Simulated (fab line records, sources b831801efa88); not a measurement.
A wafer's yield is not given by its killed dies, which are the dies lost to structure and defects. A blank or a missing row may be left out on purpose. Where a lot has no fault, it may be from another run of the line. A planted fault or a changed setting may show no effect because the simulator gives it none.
A struck lot beside a sound one + flow sfq-line + 14 out of 325 route steps
Sound: the wafers L672.2, L672.3, L672.5. Wafers L675.1, L675.2, L675.6 were the ones struck. The cause is given at the end.
For every step that has rows: the tool of each side, followed by ch and its chambers, followed by its first start. Under that, the readings that differ: sound wafers + struck wafers + difference of the means + sigmas: that difference in standard deviations of wafers without a fault.
alike: readings whose means differ by less than 2 such deviations, and words and numbers that are the same on both sides. not compared: withheld readings, readings that some wafer has no value for, bounds like >300 that may hide the same value, and numbers for which the record gives no deviation and whose values overlap.
A row with sigmas, a row that says differs or no value, or rows on one side alone: a step with any of these is where the two part. When numbers do not overlap yet have no deviation, they are printed without sigmas and do not part them. Lack of a reading on every wafer of one side parts them only where that side has two or more wafers.

first, 3 steps without rows for these wafers: SFQ_TRILAYER_I7_VIA_LITHO_EXPOSE_188 (exposes mask I7, target cd 1000 nm); SFQ_TRILAYER_I7_VIA_LITHO_PEB_190 (peb time 60 s); SFQ_TRILAYER_I7_VIA_LITHO_DEVELOP_189 (time 60 s).
SFQ_I7_OVL_MEAS_947:
  sound: overlay-01 at day 71 13:47; struck: overlay-02 at day 72 00:43
  alike: I7_OVL
SFQ_TRILAYER_I7_VIA_BARC_OPEN_VIA_ETCH_260: etches BARC in O2, target depth 125 nm, time 41.7 s.
  sound on rie-diel-01 ch 1,2, day 71 13:49; struck on rie-diel-03 ch 0,2,3, day 72 00:44
  alike: drypump-motor-current-A, oes-product-au
  not compared: rf-hours-counter-h
SFQ_TRILAYER_I7_VIA_ETCH_VIA_ETCH_190: etches SiO2 in CHF3, stops on Nb, target depth 260 nm.
  sound on rie-diel-01 ch 1,2, day 71 13:52; struck on rie-diel-03 ch 0,2,3, day 72 00:47
  alike: drypump-motor-current-A, oes-product-au
SFQ_TRILAYER_I7_VIA_STRIP_STRIP_191: strips in O2.
  sound on rie-metal-03 ch 0,1, day 71 13:58; struck on rie-metal-01 ch 0,1, day 72 00:54
  alike: drypump-motor-current-A, oes-product-au, platen-temp-c
  not compared: rf-hours-counter-h
then, 5 steps without rows for these wafers: SFQ_TRILAYER_I7_VIA_STRIP_SOLV_CLEAN_192 (cleans in NMP, time 600 s); SFQ_TRILAYER_M8_LITHO_LOR_COAT_197; SFQ_TRILAYER_M8_LITHO_LOR_BAKE_198; SFQ_TRILAYER_M8_LITHO_COAT_193 (resist thk 600 nm); SFQ_TRILAYER_M8_LITHO_SOFTBAKE_199.
-- the record jumps here: 5 days lie between the struck wafers' starts before and after --
SFQ_TRILAYER_M8_LITHO_EXPOSE_194: exposes mask M8, target cd 2000 nm.
  struck on krf-scanner-01, day 76 15:29; sound on krf-scanner-01 ch 0, day 76 07:17
  no value came back on the struck wafers for exposure-dose-mJ-cm2, focus-offset-nm (nm), na; on the sound wafers exposure-dose-mJ-cm2 reads 14.410 14.403 14.387
  alike: mask
then, 1 step without rows for these wafers: SFQ_TRILAYER_M8_LITHO_PEB_196 (peb time 60 s).

## WHERE THEY PART
Only at SFQ_TRILAYER_M8_LITHO_EXPOSE_194, within this record.

WHY: what had been put in by the simulator
Whole step skipped at SFQ_TRILAYER_M8_LITHO_EXPOSE_194 on krf-scanner-01, starting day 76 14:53. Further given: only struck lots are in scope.
